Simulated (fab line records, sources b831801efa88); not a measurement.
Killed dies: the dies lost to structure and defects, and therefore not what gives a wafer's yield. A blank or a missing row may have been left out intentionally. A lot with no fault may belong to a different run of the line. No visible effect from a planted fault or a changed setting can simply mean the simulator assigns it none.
Which tool is to blame?    flow sky130    42 wafers from 15 lots sampled at 4 of the route's 708 steps

WHAT EACH GAUGE READ, for each wafer
SKY_VT_ADJUST_PCH_TW_MEAS_10.
lot   measured      on             VT_ADJUST_PCH_TW
L734  day 10 13:52  film_metro-04  142.7 143.5 143.1
L735  day 11 01:28  film_metro-01  142.5 141.9 142.7
L736  day 11 11:33  film_metro-02  143.4 142.9 143.2
L737  day 11 13:01  film_metro-01  142.9 142.7 143.1
L738  day 11 20:21  film_metro-02  142.3 143.3 143.7
L742  day 12 23:43  film_metro-04  143.5 143.5
L744  day 13 17:46  film_metro-01  143.8 143.2
L745  day 13 21:19  film_metro-01  142.8 143.9
L746  day 14 03:16  film_metro-02  143.6 143.0 143.7
L748  day 14 19:13  film_metro-04  144.3 144.2 143.9
L753  day 16 06:50  film_metro-01  142.5 143.0 143.1
L754  day 16 18:15  film_metro-01  142.5 142.6 142.9
L755  day 17 04:58  film_metro-04  144.2 144.5 143.8
L756  day 17 09:31  film_metro-02  141.9 142.3 142.4
L757  day 17 13:01  film_metro-01  141.9 142.5 143.1

SKY_SD_N_TW_MEAS_12.
lot   measured      on             SD_N_TW
L734  day 28 12:05  film_metro-02  3985 4002 4017
L735  day 28 21:08  film_metro-01  3921 3902 3892
L736  day 29 10:14  film_metro-04  4025 4051 4036
L737  day 29 06:25  film_metro-01  3953 3924 3903
L738  day 29 12:41  film_metro-04  4052 4043 4064
L742  day 30 21:38  film_metro-01  3888 3907
L744  day 31 17:40  film_metro-04  4061 4067
L745  day 31 21:50  film_metro-04  4079 4073
L746  day 32 01:11  film_metro-01  3949 3928 3967
L748  day 32 19:35  film_metro-02  3996 4010 4005
L753  day 34 04:54  film_metro-04  4086 4096 4070
L754  day 34 13:24  film_metro-04  4100 4083 4083
L755  day 35 01:38  film_metro-04  4072 4078 4080
L756  day 35 04:56  film_metro-04  4082 4050 4050
L757  day 35 09:02  film_metro-04  4066 4068 4042

WHAT TOOL EACH LOT RAN ON (gives the tool, then ch and the chambers of the sampled wafers, and finally the start)
lot   SKY_POLY_GATE_ETCH_17             SKY_POLY_GATE_STRIP_18
L734  rie_si-01 ch 1,2,3, day 16 20:06  plasma_asher-01 ch 0,1, day 16 20:09
L735  rie_si-02 ch 1,2,3, day 17 06:23  plasma_asher-03 ch 0,1, day 17 06:26
L736  rie_si-02 ch 1,2,3, day 17 19:27  plasma_asher-01 ch 0,1, day 17 19:30
L737  rie_si-01 ch 0,2,3, day 17 18:14  plasma_asher-03 ch 0,1, day 17 18:18
L738  rie_si-02 ch 0,1,3, day 18 01:20  plasma_asher-03 ch 0,1, day 18 01:24
L742  rie_si-01 ch 0,3, day 19 13:00    plasma_asher-02 ch 0,1, day 19 13:03
L744  rie_si-01 ch 1,2, day 20 09:09    plasma_asher-02 ch 0,1, day 20 09:14
L745  rie_si-01 ch 0, day 20 14:50      plasma_asher-01 ch 1, day 20 14:53
L746  rie_si-02 ch 1,2,3, day 20 18:53  plasma_asher-01 ch 0,1, day 20 18:56
L748  rie_si-02 ch 0,3, day 21 12:21    plasma_asher-02 ch 0,1, day 21 12:24
L753  rie_si-01 ch 0,1, day 23 05:38    plasma_asher-01 ch 0,1, day 23 05:43
L754  rie_si-02 ch 0,1,2, day 23 14:41  plasma_asher-02 ch 0,1, day 23 14:45
L755  rie_si-01 ch 0,2,3, day 24 06:08  plasma_asher-03 ch 0,1, day 24 06:11
L756  rie_si-02 ch 1,2,3, day 24 09:44  plasma_asher-03 ch 0,1, day 24 09:47
L757  rie_si-01 ch 0,1,3, day 24 11:29  plasma_asher-01 ch 0,1, day 24 11:32
- SKY_POLY_GATE_ETCH_17: etches poly-Si in HBr/Cl2, stops on SiO2, target depth 180 nm, time 70.5 s.
- SKY_POLY_GATE_STRIP_18: strips in O2/N2.

AS READ BY THE TOOLS THEMSELVES (means over the sampled wafers that have a number; for cases with no such wafer, the mark the record gives instead)
SKY_POLY_GATE_ETCH_17.
lot   tool       chamber_pressure_mTorr (mTorr)  drypump_motor_current_A (A)  oes_product_au (a.u.)  throttle_valve_pct (%)
L734  rie_si-01  10.000                          5.9                          0.988                  33.688
L735  rie_si-02  10.004                          6.0                          0.981                  33.682
L736  rie_si-02  10.011                          6.0                          0.993                  33.691
L737  rie_si-01  9.998                           6.0                          0.990                  33.681
L738  rie_si-02  9.994                           5.6                          0.984                  33.689
L742  rie_si-01  9.994                           6.2                          0.871                  33.674
L744  rie_si-01  9.998                           5.8                          0.866                  33.684
L745  rie_si-01  10.000                          6.4                          0.875                  33.689
L746  rie_si-02  10.001                          6.0                          0.989                  33.688
L748  rie_si-02  10.005                          5.4                          0.996                  33.688
L753  rie_si-01  9.998                           6.3                          0.979                  33.686
L754  rie_si-02  10.000                          5.9                          0.997                  33.678
L755  rie_si-01  9.997                           6.0                          0.995                  33.682
L756  rie_si-02  9.996                           6.0                          0.987                  33.683
L757  rie_si-01  9.998                           6.3                          0.992                  33.693

SKY_POLY_GATE_STRIP_18.
lot   tool             chamber_pressure_mTorr (mTorr)  drypump_motor_current_A (A)  n2_flow_sccm (sccm)  oes_product_au (a.u.)  strip_time_to_endpoint_s (s)
L734  plasma_asher-01  1498.9                          5.5                          300.4                0.368                  3.21
L735  plasma_asher-03  1499.2                          6.4                          299.9                0.363                  3.15
L736  plasma_asher-01  1501.5                          5.5                          299.6                0.359                  3.15
L737  plasma_asher-03  1500.0                          6.4                          299.9                0.361                  3.09
L738  plasma_asher-03  1499.5                          6.3                          300.8                0.357                  3.11
L742  plasma_asher-02  1499.8                          5.9                          299.0                0.364                  3.31
L744  plasma_asher-02  1500.2                          5.9                          299.6                0.366                  3.38
L745  plasma_asher-01  1499.8                          5.7                          299.6                0.356                  3.26
L746  plasma_asher-01  1499.0                          5.5                          300.6                0.363                  3.19
L748  plasma_asher-02  1500.0                          6.0                          300.2                0.361                  3.16
L753  plasma_asher-01  1501.4                          5.5                          299.2                0.361                  3.20
L754  plasma_asher-02  1501.0                          5.8                          299.7                0.363                  3.11
L755  plasma_asher-03  1498.7                          6.4                          300.4                0.362                  3.21
L756  plasma_asher-03  1499.9                          6.4                          300.8                0.366                  3.18
L757  plasma_asher-01  1500.7                          5.4                          300.4                0.362                  3.19

THE ANSWER, worked out from the rows above alone
Rule: what is usual is taken from the lots themselves. The widest of any qualifying gaps counts: lots, ordered by their means at a reading, are off when they make up no more than a third of the lots, leave a main group of 4 or more, and stand apart from it by 3 or more times the standard deviation of that group's means. If all means in a main group match to the digits the tables above print for the reading, that group is not used. A lot without any number at a reading at which 4 lots or more have one is off too. Any other lot the step has rows for is counted as sound. After the gauges, taken in route order, come the tools' own readings; for these a lot's mean is taken, as printed above. At the first step where some lot is off, the reading lying furthest off is the one used; lots without a number count as furthest.
Off: L742, L744, L745 (SKY_POLY_GATE_ETCH_17, oes_product_au). The main group: mean 0.989 a.u., standard deviation 0.0055.
If a tool, at that step or one of the process steps before it, ran each lot that is off and ran no sound lot following the first of them, it fits. Of those tried, none fits.

WHAT THE SIMULATOR HAD PUT IN
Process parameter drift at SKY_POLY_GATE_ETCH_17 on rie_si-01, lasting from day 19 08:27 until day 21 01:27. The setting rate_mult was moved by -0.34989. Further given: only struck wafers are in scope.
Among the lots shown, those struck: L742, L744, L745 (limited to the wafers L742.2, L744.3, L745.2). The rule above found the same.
